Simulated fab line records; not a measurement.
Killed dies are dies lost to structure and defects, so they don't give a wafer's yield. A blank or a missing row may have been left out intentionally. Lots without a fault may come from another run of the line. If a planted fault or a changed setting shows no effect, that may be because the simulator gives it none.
What tool caused it? :: flow gf180mcu :: 36 wafers from 12 lots sampled at 5 of the route's 602 steps

WHAT THE GAUGES SHOWED, per wafer
GF_HV_LDD_OVL_MEAS_20. Usual: HV_LDD_01_OVL gives 0.0 nm (standard deviation 1.3).
lot: L884
measured: day 11 21:47
on: overlay-01
HV_LDD_01_OVL (nm): -0.8 -0.4 0.9
flag: 

lot: L885
measured: day 12 10:26
on: overlay-01
HV_LDD_01_OVL (nm): -2.7 -1.6 -0.9
flag: 

lot: L887
measured: day 12 19:56
on: overlay-01
HV_LDD_01_OVL (nm): 1.4 1.3 1.4
flag: 

lot: L888
measured: day 13 05:50
on: overlay-01
HV_LDD_01_OVL (nm): -0.9 -1.1 0.3
flag: 

lot: L890
measured: day 13 08:35
on: overlay-02
HV_LDD_01_OVL (nm): 0.8 1.5 0.0
flag: 

lot: L896
measured: day 14 23:25
on: overlay-01
HV_LDD_01_OVL (nm): 1.8 0.6 1.6
flag: 

lot: L898
measured: day 15 19:05
on: overlay-02
HV_LDD_01_OVL (nm): -1.1 0.1 0.5
flag: 

lot: L900
measured: day 16 12:16
on: overlay-01
HV_LDD_01_OVL (nm): -1.8 -0.8 -1.2
flag: 

lot: L902
measured: day 16 21:35
on: overlay-01
HV_LDD_01_OVL (nm): 1.4 0.5 0.6
flag: 

lot: L901
measured: day 16 22:14
on: overlay-01
HV_LDD_01_OVL (nm): -1.4 -0.3 -1.2
flag: 

lot: L903
measured: day 17 05:41
on: overlay-01
HV_LDD_01_OVL (nm): 1.3 1.1 0.9
flag: 

lot: L904
measured: day 17 16:25
on: overlay-01
HV_LDD_01_OVL (nm): 0.1 -0.6 0.0
flag: 

GF_PSD_RS_MEAS_14: measurement is done with a four-point probe. Usual: NSD_RS gives 46.10 ohm/sq (standard deviation 0.088).
lot: L884
measured: day 14 21:17
on: film metro-03
NSD_RS (ohm/sq): 46.09 45.93 45.96
flag: 

lot: L885
measured: day 15 09:23
on: film metro-01
NSD_RS (ohm/sq): 46.13 46.10 45.99
flag: 

lot: L887
measured: day 15 20:43
on: film metro-01
NSD_RS (ohm/sq): - - -
flag: OFF

lot: L888
measured: day 16 14:37
on: film metro-03
NSD_RS (ohm/sq): - - -
flag: OFF

lot: L890
measured: day 16 19:38
on: film metro-01
NSD_RS (ohm/sq): 46.10 46.12 46.11
flag: 

lot: L896
measured: day 19 01:55
on: film metro-01
NSD_RS (ohm/sq): 46.02 46.09 46.15
flag: 

lot: L898
measured: day 19 20:47
on: film metro-03
NSD_RS (ohm/sq): 46.09 46.04 46.11
flag: 

lot: L900
measured: day 20 10:02
on: film metro-03
NSD_RS (ohm/sq): 46.17 46.12 46.12
flag: 

lot: L902
measured: day 21 00:16
on: film metro-02
NSD_RS (ohm/sq): 46.07 46.09 46.17
flag: 

lot: L901
measured: day 21 00:21
on: film metro-01
NSD_RS (ohm/sq): 46.15 46.13 46.19
flag: 

lot: L903
measured: day 21 06:57
on: film metro-02
NSD_RS (ohm/sq): 46.25 46.24 46.10
flag: 

lot: L904
measured: day 21 19:52
on: film metro-03
NSD_RS (ohm/sq): 45.97 46.11 46.00
flag: 

EACH LOT AND THE TOOL THAT RAN IT (in order: tool; ch and the chambers of the sampled wafers; start)
lot: L884
GF_HV_LDD_STRIP_37: plasma asher-04 ch 0, day 12 16:56
GF_HV_LDD_ETCHBACK_58: rie diel-03 ch 0,3, day 13 11:10
GF_NSD_IMPLANT_09: implanter-04 ch 0, day 13 23:58

lot: L885
GF_HV_LDD_STRIP_37: plasma asher-04 ch 0,1, day 13 03:09
GF_HV_LDD_ETCHBACK_58: rie diel-03 ch 0,1,2, day 13 17:14
GF_NSD_IMPLANT_09: implanter-04 ch 0, day 14 11:02

lot: L887
GF_HV_LDD_STRIP_37: plasma asher-02 ch 0,1, day 13 09:49
GF_HV_LDD_ETCHBACK_58: rie diel-03 ch 0,1,2, day 14 00:58
GF_NSD_IMPLANT_09: implanter-04 ch 0, day 14 21:53

lot: L888
GF_HV_LDD_STRIP_37: plasma asher-01 ch 0,1, day 13 17:59
GF_HV_LDD_ETCHBACK_58: rie diel-01 ch 0,1,3, day 14 17:54
GF_NSD_IMPLANT_09: implanter-04 ch 0, day 15 15:04

lot: L890
GF_HV_LDD_STRIP_37: plasma asher-04 ch 0,1, day 13 20:41
GF_HV_LDD_ETCHBACK_58: rie diel-02 ch 0,1,3, day 14 22:03
GF_NSD_IMPLANT_09: implanter-03 ch 0, day 15 20:00

lot: L896
GF_HV_LDD_STRIP_37: plasma asher-04 ch 0,1, day 15 22:42
GF_HV_LDD_ETCHBACK_58: rie diel-01 ch 0,1,3, day 17 02:02
GF_NSD_IMPLANT_09: implanter-03 ch 0, day 18 00:39

lot: L898
GF_HV_LDD_STRIP_37: plasma asher-04 ch 0,1, day 16 18:26
GF_HV_LDD_ETCHBACK_58: rie diel-03 ch 1,2,3, day 17 19:51
GF_NSD_IMPLANT_09: implanter-03 ch 0, day 18 20:43

lot: L900
GF_HV_LDD_STRIP_37: plasma asher-04 ch 0,1, day 17 10:36
GF_HV_LDD_ETCHBACK_58: rie diel-01 ch 0,3, day 18 13:20
GF_NSD_IMPLANT_09: implanter-04 ch 0, day 19 12:46

lot: L902
GF_HV_LDD_STRIP_37: plasma asher-02 ch 0,1, day 17 21:01
GF_HV_LDD_ETCHBACK_58: rie diel-03 ch 0,3, day 19 00:59
GF_NSD_IMPLANT_09: implanter-02 ch 0, day 19 23:47

lot: L901
GF_HV_LDD_STRIP_37: plasma asher-01 ch 0,1, day 17 21:48
GF_HV_LDD_ETCHBACK_58: rie diel-02 ch 1,2, day 19 01:22
GF_NSD_IMPLANT_09: implanter-03 ch 0, day 20 00:04

lot: L903
GF_HV_LDD_STRIP_37: plasma asher-01 ch 0,1, day 18 05:37
GF_HV_LDD_ETCHBACK_58: rie diel-02 ch 1,2,3, day 19 08:44
GF_NSD_IMPLANT_09: implanter-04 ch 0, day 20 06:08

lot: L904
GF_HV_LDD_STRIP_37: plasma asher-01 ch 0,1, day 18 17:40
GF_HV_LDD_ETCHBACK_58: rie diel-02 ch 1,2,3, day 19 20:35
GF_NSD_IMPLANT_09: implanter-04 ch 0, day 20 19:17
- GF_HV_LDD_STRIP_37: strips in O2/N2.
- GF_HV_LDD_ETCHBACK_58: etches Si3N4 in CH3F/O2, stops on SiO2, time 100 s, target depth 90 nm.
- GF_NSD_IMPLANT_09

AS READ BY THE TOOLS THEMSELVES (means over the sampled wafers that have a number; for cases with no such wafer, the mark the record gives instead)
GF_HV_LDD_STRIP_37. Usual: chamber pressure mTorr 1500.0 mTorr, standard deviation 1.3; drypump motor current A 5.71 A, standard deviation 0.27; heater power w 332 W, standard deviation 26; oes product au 0.716 a.u., standard deviation 0.0045; strip time to endpoint s 12.63 s, standard deviation 0.032.
lot: L884
tool: plasma asher-04
chamber pressure mTorr (mTorr): 1499.8
drypump motor current A (A): 5.80
heater power w (W): 334
oes product au (a.u.): 0.712
strip time to endpoint s (s): 12.63
flag: 

lot: L885
tool: plasma asher-04
chamber pressure mTorr (mTorr): 1499.4
drypump motor current A (A): 5.60
heater power w (W): 323
oes product au (a.u.): 0.716
strip time to endpoint s (s): 12.66
flag: 

lot: L887
tool: plasma asher-02
chamber pressure mTorr (mTorr): 1499.8
drypump motor current A (A): 5.99
heater power w (W): 330
oes product au (a.u.): 0.714
strip time to endpoint s (s): 12.66
flag: 

lot: L888
tool: plasma asher-01
chamber pressure mTorr (mTorr): 1500.0
drypump motor current A (A): 5.60
heater power w (W): 329
oes product au (a.u.): 0.718
strip time to endpoint s (s): 12.65
flag: 

lot: L890
tool: plasma asher-04
chamber pressure mTorr (mTorr): 1498.9
drypump motor current A (A): 5.60
heater power w (W): 323
oes product au (a.u.): 0.710
strip time to endpoint s (s): 12.63
flag: 

lot: L896
tool: plasma asher-04
chamber pressure mTorr (mTorr): 1499.0
drypump motor current A (A): 5.70
heater power w (W): 329
oes product au (a.u.): 0.714
strip time to endpoint s (s): 12.62
flag: 

lot: L898
tool: plasma asher-04
chamber pressure mTorr (mTorr): 1500.3
drypump motor current A (A): 5.60
heater power w (W): 316
oes product au (a.u.): 0.718
strip time to endpoint s (s): 12.64
flag: 

lot: L900
tool: plasma asher-04
chamber pressure mTorr (mTorr): 1500.6
drypump motor current A (A): 5.70
heater power w (W): 337
oes product au (a.u.): 0.716
strip time to endpoint s (s): 12.65
flag: 

lot: L902
tool: plasma asher-02
chamber pressure mTorr (mTorr): 1500.0
drypump motor current A (A): 5.75
heater power w (W): 331
oes product au (a.u.): 0.717
strip time to endpoint s (s): 12.58
flag: 

lot: L901
tool: plasma asher-01
chamber pressure mTorr (mTorr): 1500.3
drypump motor current A (A): 5.68
heater power w (W): 355
oes product au (a.u.): 0.712
strip time to endpoint s (s): 12.64
flag: 

lot: L903
tool: plasma asher-01
chamber pressure mTorr (mTorr): 1501.5
drypump motor current A (A): 5.58
heater power w (W): 324
oes product au (a.u.): 0.713
strip time to endpoint s (s): 12.60
flag: 

lot: L904
tool: plasma asher-01
chamber pressure mTorr (mTorr): 1499.9
drypump motor current A (A): 5.67
heater power w (W): 354
oes product au (a.u.): 0.713
strip time to endpoint s (s): 12.63
flag: 

GF_HV_LDD_ETCHBACK_58. Usual: ch3f flow sccm 39.99 sccm, standard deviation 0.12; chamber pressure mTorr 25.002 mTorr, standard deviation 0.022; drypump motor current A 5.7 A, standard deviation 0.45; oes product au 0.843 a.u., standard deviation 0.0072; throttle valve pct 10.560 %, standard deviation 0.0082.
lot: L884
tool: rie diel-03
ch3f flow sccm (sccm): 39.98
chamber pressure mTorr (mTorr): 24.991
drypump motor current A (A): 6.2
oes product au (a.u.): 0.831
throttle valve pct (%): 10.561
flag: 

lot: L885
tool: rie diel-03
ch3f flow sccm (sccm): 39.93
chamber pressure mTorr (mTorr): 24.974
drypump motor current A (A): 5.9
oes product au (a.u.): 0.835
throttle valve pct (%): 10.565
flag: 

lot: L887
tool: rie diel-03
ch3f flow sccm (sccm): 39.90
chamber pressure mTorr (mTorr): 25.024
drypump motor current A (A): 5.9
oes product au (a.u.): 0.847
throttle valve pct (%): 10.557
flag: 

lot: L888
tool: rie diel-01
ch3f flow sccm (sccm): 39.92
chamber pressure mTorr (mTorr): 24.994
drypump motor current A (A): 5.2
oes product au (a.u.): 0.848
throttle valve pct (%): 10.571
flag: 

lot: L890
tool: rie diel-02
ch3f flow sccm (sccm): 40.04
chamber pressure mTorr (mTorr): 25.017
drypump motor current A (A): 5.7
oes product au (a.u.): 0.849
throttle valve pct (%): 10.555
flag: 

lot: L896
tool: rie diel-01
ch3f flow sccm (sccm): 39.95
chamber pressure mTorr (mTorr): 24.988
drypump motor current A (A): 5.2
oes product au (a.u.): 0.848
throttle valve pct (%): 10.565
flag: 

lot: L898
tool: rie diel-03
ch3f flow sccm (sccm): 40.06
chamber pressure mTorr (mTorr): 25.006
drypump motor current A (A): 5.7
oes product au (a.u.): 0.845
throttle valve pct (%): 10.560
flag: 

lot: L900
tool: rie diel-01
ch3f flow sccm (sccm): 40.07
chamber pressure mTorr (mTorr): 24.987
drypump motor current A (A): 5.2
oes product au (a.u.): 0.841
throttle valve pct (%): 10.558
flag: 

lot: L902
tool: rie diel-03
ch3f flow sccm (sccm): 39.97
chamber pressure mTorr (mTorr): 25.008
drypump motor current A (A): 6.0
oes product au (a.u.): 0.850
throttle valve pct (%): 10.566
flag: 

lot: L901
tool: rie diel-02
ch3f flow sccm (sccm): 40.00
chamber pressure mTorr (mTorr): 25.002
drypump motor current A (A): 5.7
oes product au (a.u.): 0.849
throttle valve pct (%): 10.558
flag: 

lot: L903
tool: rie diel-02
ch3f flow sccm (sccm): 40.04
chamber pressure mTorr (mTorr): 25.020
drypump motor current A (A): 5.7
oes product au (a.u.): 0.849
throttle valve pct (%): 10.561
flag: 

lot: L904
tool: rie diel-02
ch3f flow sccm (sccm): 39.95
chamber pressure mTorr (mTorr): 25.003
drypump motor current A (A): 5.7
oes product au (a.u.): 0.847
throttle valve pct (%): 10.544
flag: 

GF_NSD_IMPLANT_09. Usual: tilt deg 7.000 degrees, standard deviation 0.02.
lot: L884
tool: implanter-04
tilt deg (degrees): 7.008
flag: 

lot: L885
tool: implanter-04
tilt deg (degrees): 7.009
flag: 

lot: L887
tool: implanter-04
tilt deg (degrees): 5.911
flag: OFF

lot: L888
tool: implanter-04
tilt deg (degrees): 5.895
flag: OFF

lot: L890
tool: implanter-03
tilt deg (degrees): 6.975
flag: 

lot: L896
tool: implanter-03
tilt deg (degrees): 6.987
flag: 

lot: L898
tool: implanter-03
tilt deg (degrees): 6.992
flag: 

lot: L900
tool: implanter-04
tilt deg (degrees): 6.988
flag: 

lot: L902
tool: implanter-02
tilt deg (degrees): 7.013
flag: 

lot: L901
tool: implanter-03
tilt deg (degrees): 7.000
flag: 

lot: L903
tool: implanter-04
tilt deg (degrees): 7.013
flag: 

lot: L904
tool: implanter-04
tilt deg (degrees): 6.981
flag: 

THE ANSWER, worked out from the rows above alone
Rule: a lot counts as off when the mean over its wafers that have a number is more than 3 standard deviations away from the usual mean. A lot without any number at a reading at which 4 lots or more have one is off too. All remaining lots with rows at the step are treated as sound. Order of review: gauges by route order, followed by the tools' own readings, for which a lot's mean as printed above is used. At the first step where some lot is off, the reading lying furthest off is the one used; lots without a number count as furthest.
Off: L887, L888, seen at GF_PSD_RS_MEAS_14 (NSD_RS). Without a number there: L887, L888.
If a tool, at a process step before that reading, ran all the lots that are off and no sound lot after the first of them, it fits. The gauges at GF_PSD_RS_MEAS_14 aren't tried: what is off there is off at GF_NSD_IMPLANT_09 too, on other tools, and a gauge's error can't cause that. Not one of the candidates tried fits.

WHAT HAD BEEN PUT IN BY THE SIMULATOR
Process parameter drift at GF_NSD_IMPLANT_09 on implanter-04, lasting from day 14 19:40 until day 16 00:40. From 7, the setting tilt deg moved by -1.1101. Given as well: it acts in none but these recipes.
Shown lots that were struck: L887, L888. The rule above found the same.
